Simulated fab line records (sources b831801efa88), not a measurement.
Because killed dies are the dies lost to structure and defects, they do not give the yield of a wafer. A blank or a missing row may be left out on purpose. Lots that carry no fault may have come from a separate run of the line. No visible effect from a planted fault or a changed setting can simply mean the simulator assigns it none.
A lot that was struck, set against a sound lot + flow gf180mcu + 32 steps out of a route of 602
Sound: wafers L504.2, L504.3, L504.5. The struck wafers were L508.1, L508.2, L508.6. The cause is given at the end.
For every step that has rows: the tool of each side, followed by ch and its chambers, followed by its first start. Under that, the readings that differ: sound wafers + struck wafers + difference of the means + sigmas: that difference in standard deviations of wafers without a fault.
alike: words and numbers the same on both sides, and readings whose means are apart by under 2 such deviations; not compared: readings that were withheld, readings missing a value for some wafer, numbers with overlapping values and no deviation given by the record, and bounds like >300 which may hide the same value.
The two part at a step that has a row with sigmas, a row that says differs or no value, or rows on one side only. When numbers do not overlap yet have no deviation, they are printed without sigmas and do not part them. Lack of a reading on every wafer of one side parts them only where that side has two or more wafers.

first, 1 step without rows for these wafers: GF_HV_LDD_CVD_56 (deposits Si3N4 from DCS/NH3, target thk 90 nm, time 1543 s).
GF_HV_LDD_THK_MEAS_57:
  sound on filmMetro-04 at day 12 21:38; struck on filmMetro-04 at day 14 04:13
| reading                | sound          | struck         | difference | sigmas |
|------------------------|----------------|----------------|------------|--------|
| HV_LDD_CVD_56_THK (nm) | 90.6 89.6 90.9 | 88.9 89.3 88.6 | -1.4       | -2     |
GF_HV_LDD_ETCHBACK_58: etches Si3N4 in CH3F/O2, stops on SiO2, time 100 s, target depth 90 nm.
  sound on rieDiel-04 ch 1,2,3, day 12 21:41; struck on rieDiel-04 ch 1,2, day 14 04:16
| reading              | sound                | struck               | difference | sigmas |
|----------------------|----------------------|----------------------|------------|--------|
| O2_flow_sccm (sccm)  | 29.91 30.05 29.80    | 30.12 30.11 30.08    | +0.18      | +2     |
| throttleValvePct (%) | 10.571 10.567 10.573 | 10.554 10.547 10.551 | -0.020     | -2     |
  alike: drypumpMotorCurrentA, oesProductAu
  not compared: rfHoursCounterH
then, 7 steps without rows for these wafers: GF_NSD_DEHYDRATE_00 (time 60 s); GF_NSD_HMDS_01 (prime time 60 s); GF_NSD_COAT_02 (resist thk 1000 nm); GF_NSD_SOFTBAKE_03 (time 60 s); GF_NSD_EXPOSE_04 (exposes mask Nplus, target cd 400 nm); GF_NSD_PEB_05; GF_NSD_DEVELOP_06 (develop time 60 s).
GF_NSD_CD_MEAS_07 targets a cd of 400 nm.
  sound on cdSem-01 at day 13 17:41; struck on cdSem-02 at day 15 00:42
  alike: cdNm
GF_NSD_OVL_MEAS_08:
  sound on overlay-02 at day 13 17:48; struck on overlay-02 at day 15 00:49
  alike: NSD_OVL
GF_NSD_IMPLANT_09:
  sound on implanter-04 ch 0, day 13 17:51; struck on implanter-02 ch 0, day 15 00:52
| reading                  | sound             | struck            | difference | sigmas |
|--------------------------|-------------------|-------------------|------------|--------|
| implantIonAmu            | 75 75 75          | 49 49 49          | -26        |        |
| model.implant.rpNm (nm)  | 36.52 36.52 36.52 | 44.36 44.36 44.36 | +7.84      |        |
| model.implant.drpNm (nm) | 16.15 16.15 16.15 | 21.23 21.23 21.23 | +5.08      |        |
then, 1 step without rows for these wafers: GF_NSD_IMPLANT_10.
GF_NSD_STRIP_11: strips in O2/N2.
  sound on plasmaAsher-01 ch 0,1, day 13 18:08; struck on plasmaAsher-02 ch 0,1, day 15 01:10
| reading                  | sound             | struck            | difference | sigmas |
|--------------------------|-------------------|-------------------|------------|--------|
| stripTimeToEndpointS (s) | 22.94 22.93 22.97 | 23.71 23.75 23.71 | +0.78      | +19    |
  alike: drypumpMotorCurrentA, heaterPowerW, oesProductAu
  not compared: rfHoursCounterH
GF_NSD_TW_MEAS_12:
  sound on filmMetro-01 at day 13 18:14; struck on filmMetro-02 at day 15 01:16
  alike: NSD_TW
then, 7 steps without rows for these wafers: GF_PSD_DEHYDRATE_00 (time 60 s); GF_PSD_HMDS_01 (prime time 60 s); GF_PSD_COAT_02 (resist thk 1000 nm); GF_PSD_SOFTBAKE_03 (time 60 s); GF_PSD_EXPOSE_04 (exposes mask Pplus, target cd 400 nm); GF_PSD_PEB_05; GF_PSD_DEVELOP_06 (develop time 60 s).
GF_PSD_CD_MEAS_07 targets a cd of 400 nm.
  sound on cdSem-02 at day 14 15:07; struck on cdSem-02 at day 15 21:31
  alike: cdNm
GF_PSD_OVL_MEAS_08:
  sound on overlay-02 at day 14 15:14; struck on overlay-02 at day 15 21:38
  alike: PSD_OVL
then, 1 step without rows for these wafers: GF_PSD_IMPLANT_09.
GF_PSD_STRIP_10: strips in O2/N2.
  sound on plasmaAsher-03 ch 0,1, day 14 15:25; struck on plasmaAsher-03 ch 0,1, day 15 21:49
  alike: drypumpMotorCurrentA, heaterPowerW, oesProductAu, stripTimeToEndpointS
  not compared: rfHoursCounterH
GF_PSD_TW_MEAS_11:
  sound on filmMetro-02 at day 14 15:31; struck on filmMetro-02 at day 15 21:55
  alike: PSD_TW
then, 1 step without rows for these wafers: GF_PSD_CLEAN_12 (cleans in SC1/SC2, time 150 s).
GF_PSD_RTA_13: time 20 s.
  sound on rtpAnneal-01 ch 0, day 14 15:38; struck on rtpAnneal-01 ch 0, day 15 22:02
  alike: lampPowerPct, wafer_temp_C_max
GF_PSD_RS_MEAS_14: the measuring method here is four-point-probe.
  sound on filmMetro-02 at day 14 15:44; struck on filmMetro-01 at day 15 22:07
| reading         | sound             | struck | difference                    | sigmas |
|-----------------|-------------------|--------|-------------------------------|--------|
| NSD_RS (ohm/sq) | 46.14 46.17 46.16 | - - -  | no value on the struck wafers |        |
GF_PSD_RS_MEAS_15: the measuring method here is four-point-probe.
  sound on filmMetro-02 at day 14 15:51; struck on filmMetro-01 at day 15 22:14
  alike: PSD_RS

== WHERE THEY PART ==
At GF_HV_LDD_THK_MEAS_57 first; at GF_PSD_RS_MEAS_14 last (within this record only). Later steps at which nothing parts them and some readings are alike: GF_PSD_RS_MEAS_15.

WHY: what the simulator had put in
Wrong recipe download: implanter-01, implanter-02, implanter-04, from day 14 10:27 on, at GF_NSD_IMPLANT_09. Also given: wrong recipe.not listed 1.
